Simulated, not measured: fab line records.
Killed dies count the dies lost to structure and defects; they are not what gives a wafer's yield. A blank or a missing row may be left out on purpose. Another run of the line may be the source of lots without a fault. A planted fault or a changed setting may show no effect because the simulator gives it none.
A lot that was struck, set against a sound lot | flow sky130 | 38 out of 708 route steps
Sound: these wafers, L856.3, L856.4, L856.5. Struck: wafer L855.6 (L855.1, L855.4, from the same lot, were not struck and are left out); the cause is given at the end.
For every step that has rows: the tool of each side, followed by ch and its chambers, followed by its first start. Under that, the readings that differ: sound wafers | struck wafers | difference of the means | sigmas: that difference in standard deviations of wafers without a fault.
alike: readings with means less than 2 such deviations apart, plus words and numbers identical on both sides. not compared: withheld readings, readings lacking a value on some wafer, bounds such as >300 that could conceal the same value, and numbers that have no deviation in the record and whose values overlap.
Wherever a step has rows on one side only, a row that says differs or no value, or a row with sigmas, the two part there. Non-overlapping numbers with no deviation appear without sigmas and do not part them. Lack of a reading on every wafer of one side parts them only where that side has two or more wafers.

first, 9 steps without rows for these wafers: SKY_VIA2_SPUTTER_20 (material TiN, target thk 20 nm, time 80 s); SKY_VIA2_CVD_21 (deposits W, target thk 420 nm, time 126.4 s); SKY_VIA2_CMP_24 (polishes, stops on SiO2, t overpolish 20 s, target thk 0 nm); SKY_METAL3_SPUTTER_00 (material Ti, target thk 15 nm, time 10 s); SKY_METAL3_SPUTTER_01 (material TiN, target thk 20 nm, time 16.7 s); SKY_METAL3_SPUTTER_02 (material AlCu, target thk 735 nm, time 39.1 s); SKY_METAL3_SPUTTER_03 (material Ti, target thk 5 nm, time 3.3 s); SKY_METAL3_SPUTTER_04 (material TiN, target thk 70 nm, time 58.3 s); SKY_CAPM_CVD_00 (deposits SiO2, target thk 15.5 nm).
SKY_CAPM_SPUTTER_02: material TiN, target thk 200 nm, time 166.7 s.
  struck on pvd_sputter-01, day 39 21:36; sound on pvd_sputter-03, day 40 09:57
  reading                                  | sound           | struck | difference | sigmas
  model.TiN_of_CAPM_SPUTTER_02.thk_nm (nm) | 202 200.8 200.1 | 187.2  | -13.8      |
  alike: throttle_valve_pct
SKY_CAPM_RS_MEAS_03: a four-point-probe measurement.
  struck on film_metro-03, day 39 21:43; sound on film_metro-03, day 40 10:06
  reading              | sound          | struck | difference | sigmas
  CAPM_TIN_RS (ohm/sq) | 6.84 6.88 6.89 | 7.37   | +0.50      | +8
SKY_CAPM_THK_MEAS_04: measures by xrf.
  struck on film_metro-03, day 39 21:50; sound on film_metro-03, day 40 10:12
  reading           | sound             | struck | difference | sigmas
  CAPM_TIN_THK (nm) | 201.0 199.9 199.5 | 185.1  | -15.0      | -8
then, 7 steps without rows for these wafers: SKY_CAPM_DEHYDRATE_05 (time 60 s); SKY_CAPM_HMDS_06 (prime time 60 s); SKY_CAPM_COAT_07 (resist thk 1140 nm); SKY_CAPM_SOFTBAKE_08 (time 60 s); SKY_CAPM_EXPOSE_09 (exposes mask CAPM, target cd 1000 nm); SKY_CAPM_PEB_10; SKY_CAPM_DEVELOP_11 (develop time 60 s).
SKY_CAPM_METAL_ETCH_13: etches TiN in Cl2/BCl3, stops on SiO2, target depth 220 nm, time 62.9 s.
  sound on rie_metal-02 ch 0,1, day 41 10:37; struck on rie_metal-04 ch 0, day 40 22:19
  reading                | sound                | struck | difference | sigmas
  oes_product_au (a.u.)  | 0.941 0.940 0.932    | 0.916  | -0.022     | -3
  throttle_valve_pct (%) | 21.892 21.902 21.894 | 21.930 | +0.034     | +3
  alike: drypump_motor_current_A, he_backside_leak_sccm
  not compared: rf_hours_counter_h
then, 16 steps without rows for these wafers: SKY_CAPM_STRIP_14 (strips in O2/N2); SKY_CAPM_STRIP_15 (strips in post etch residue remover, time 1200 s); SKY_CAPM_CLEAN_16 (cleans in IPA, time 180 s); SKY_CAPM_CLEAN_17 (cleans in O3/DIW); SKY_METAL3_DEHYDRATE_05 (time 60 s); SKY_METAL3_HMDS_06 (prime time 60 s); SKY_METAL3_COAT_07 (resist thk 60 nm); SKY_METAL3_COAT_08 (resist thk 1140 nm); SKY_METAL3_SOFTBAKE_09 (time 90 s); SKY_METAL3_EXPOSE_10 (exposes mask MM3, target cd 300 nm); SKY_METAL3_PEB_11; SKY_METAL3_DEVELOP_12 (develop time 60 s); SKY_METAL3_DESCUM_15 (chemistry O2, time 8 s); SKY_METAL3_ETCH_16 (etches BARC in N2/H2, stops on SiO2, time 88.2 s, target depth 60 nm); SKY_METAL3_ETCH_17 (etches SiO2 in C4F8/O2/Ar, stops on TiN, time 3.9 s, target depth 15 nm); SKY_METAL3_METAL_ETCH_18 (etches the open film in Cl2/BCl3, stops on SiO2, target depth 845 nm, time 183.1 s).
SKY_METAL3_STRIP_20: strips in post etch residue remover, time 1200 s.
  sound on wet_bench-03 ch 1, day 42 11:50; struck on wet_bench-01 ch 3, day 42 00:08
  reading                                  | sound           | struck | difference | sigmas
  bath_heat_duty_pct (%)                   | 14.0 13.2 12.5  | 16.1   | +2.9       | +2
  model.TiN_of_CAPM_SPUTTER_02.thk_nm (nm) | 201.2 200 199.2 | 186.4  | -13.7      |
-- the record jumps here: 7 days lie between the struck wafers' starts before and after (it left off in module METAL3 and takes up again in module PAD_OPEN, whose first step shown is number 708 of the route) --
SKY_PAD_OPEN_PROBE_99:
  struck on prober-01, day 48 17:01; sound on prober-02, day 49 03:17
  reading                              | sound                | struck | difference | sigmas
  killed_at_other                      | 2 2 0                | 0      | -1         | -2
  model.etest.cap_mim.plate_ohm_sq     | 5.941 5.977 5.994    | 6.356  | +0.385     |
  model.etest.cap_mim.leak_log10_a_cm2 | -8.794 -9.196 -8.984 | -8.627 | +0.364     |
  alike: defect_limited_yield, killed_at_M0_to_M3, killed_at_M4_up, killed_at_contacts, killed_at_front_end, killed_dies, killed_on_rim, killed_open, killed_short, sort_bin_3_pad_short, sort_bin_5_function, sort_bin_6_memory, sort_n_pass, sort_yield_pct

## WHERE THEY PART
First at SKY_CAPM_RS_MEAS_03; last, within this record, at SKY_PAD_OPEN_PROBE_99.

WHY: whatever the simulator had introduced
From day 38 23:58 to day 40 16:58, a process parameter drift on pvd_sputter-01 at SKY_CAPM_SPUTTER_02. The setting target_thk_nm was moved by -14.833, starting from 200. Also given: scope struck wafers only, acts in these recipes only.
